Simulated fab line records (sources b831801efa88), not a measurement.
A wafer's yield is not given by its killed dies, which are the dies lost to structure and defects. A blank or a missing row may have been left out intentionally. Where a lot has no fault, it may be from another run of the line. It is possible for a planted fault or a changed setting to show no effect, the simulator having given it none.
A struck lot beside a sound one -- flow gf180mcu -- 18 out of 602 route steps
Sound: wafers L644.3, L644.5, L644.6. Struck: wafers L659.4, L659.5. (L659.6 of the same lot was not struck and is left out.) The cause comes at the end.
Per side, at each step with rows, come the tool, then ch with its chambers, and then its first start. Under that, the readings that differ: sound wafers -- struck wafers -- difference of the means -- sigmas: that difference in standard deviations of wafers without a fault.
alike: readings whose means differ by less than 2 such deviations, and words and numbers that are the same on both sides. not compared: withheld readings, readings that some wafer has no value for, bounds like >300 that may hide the same value, and numbers for which the record gives no deviation and whose values overlap.
Wherever a step has rows on one side only, a row that says differs or no value, or a row with sigmas, the two part there. Numbers that don't overlap but have no deviation are shown without sigmas and don't part them. A reading missing from all wafers of one side parts the sides only when that side holds two or more wafers.

first, 3 steps without rows for these wafers: GF_V2_EXPOSE_11 (exposes mask Via2, target cd 260 nm); GF_V2_PEB_12 (peb time 90 s); GF_V2_DEVELOP_13 (develop time 60 s).
GF_V2_CD_MEAS_14: target cd 260 nm.
  struck on cd_sem-02, day 26 00:54; sound on cd_sem-02, day 20 11:21
  alike: cd_nm
GF_V2_OVL_MEAS_15:
  struck on overlay-01, day 26 00:59; sound on overlay-01, day 20 11:27
  alike: V2_OVL
GF_V2_ETCH_16: etches BARC in N2/H2.
  sound on rie_diel-04 ch 1,2,3, day 20 11:28; struck on rie_diel-03 ch 0,1, day 26 01:00
  alike: drypump_motor_current_A, oes_product_au, throttle_valve_pct
GF_V2_ETCH_17: etches SiO2 in C4F8/O2/Ar, stops on TiN, target depth 630 nm.
  sound on rie_diel-04 ch 1,2,3; struck on rie_diel-03 ch 0,1
  alike: oes_product_au
GF_V2_STRIP_18: strips in O2/N2.
  sound on plasma_asher-04 ch 0,1, day 20 11:38; struck on plasma_asher-04 ch 1, day 26 01:10
  alike: drypump_motor_current_A, heater_power_w, oes_product_au
  not compared: rf_hours_counter_h
then, 2 steps without rows for these wafers: GF_V2_STRIP_19 (strips in post etch residue remover, time 1200 s); GF_V2_CLEAN_20 (cleans in DIW).
GF_V2_SPUTTER_21: material Ti, target thk 15 nm, time 80.02 s.
  struck on pvd_sputter-01, day 26 01:40; sound on pvd_sputter-03, day 20 12:10
  alike: chamber_pressure_pa, throttle_valve_pct
then, 1 step without rows for these wafers: GF_V2_SPUTTER_22 (material TiN, target thk 10 nm, time 40 s).
GF_V2_CVD_23: deposits W, target thk 350 nm, time 104.94 s.
  sound on cvd_w-02 ch 0,1, day 20 12:18; struck on cvd_w-02 ch 0, day 26 01:48
reading,sound,struck,difference,sigmas
model.W_of_V2_CVD_23.thk_nm (nm),350.2 344.2 352.7,366.8 373.7,+21.2,
  alike: heater_power_w
GF_V2_RS_MEAS_24: uses a four-point probe to measure.
  struck on film_metro-04, day 26 01:56; sound on film_metro-02, day 20 12:25
reading,sound,struck,difference,sigmas
V2_W_RS (ohm/sq),0.328 0.333 0.326,0.312 0.306,-0.020,-5
GF_V2_THK_MEAS_25: measures by xrf.
  struck on film_metro-04, day 26 02:01; sound on film_metro-02, day 20 12:31
reading,sound,struck,difference,sigmas
V2_W_THK (nm),356 351 360,376 380,+22,+6
GF_V2_CMP_26: polishes, stops on SiO2, t overpolish 15 s, target thk 0 nm.
  sound on cmp-02 ch 0,1,2, day 20 12:43; struck on cmp-01 ch 1, day 26 02:03
reading,sound,struck,difference,sigmas
time_to_endpoint_s (s),81.5 80.0 83.6,93.5 93.7,+11.9,+4
  alike: motor_current_A
GF_M3_SPUTTER_00: material Ti, target thk 37.5 nm, time 150 s.
  struck on pvd_sputter-02, day 26 02:21; sound on pvd_sputter-04, day 20 12:52
  alike: chamber_pressure_pa, throttle_valve_pct
-- the record jumps here: 7 days lie between the struck wafers' starts before and after (it left off in module M3 and takes up again in module PASSIVATION, whose first step shown is number 602 of the route) --
GF_PASSIVATION_PROBE_99:
  the record has rows for the struck wafers here (prober-01, day 33 12:21) and none for the sound ones

## WHERE THEY PART
Last at GF_PASSIVATION_PROBE_99 as far as this record goes, first at GF_V2_RS_MEAS_24.

WHY: what the simulator had put in
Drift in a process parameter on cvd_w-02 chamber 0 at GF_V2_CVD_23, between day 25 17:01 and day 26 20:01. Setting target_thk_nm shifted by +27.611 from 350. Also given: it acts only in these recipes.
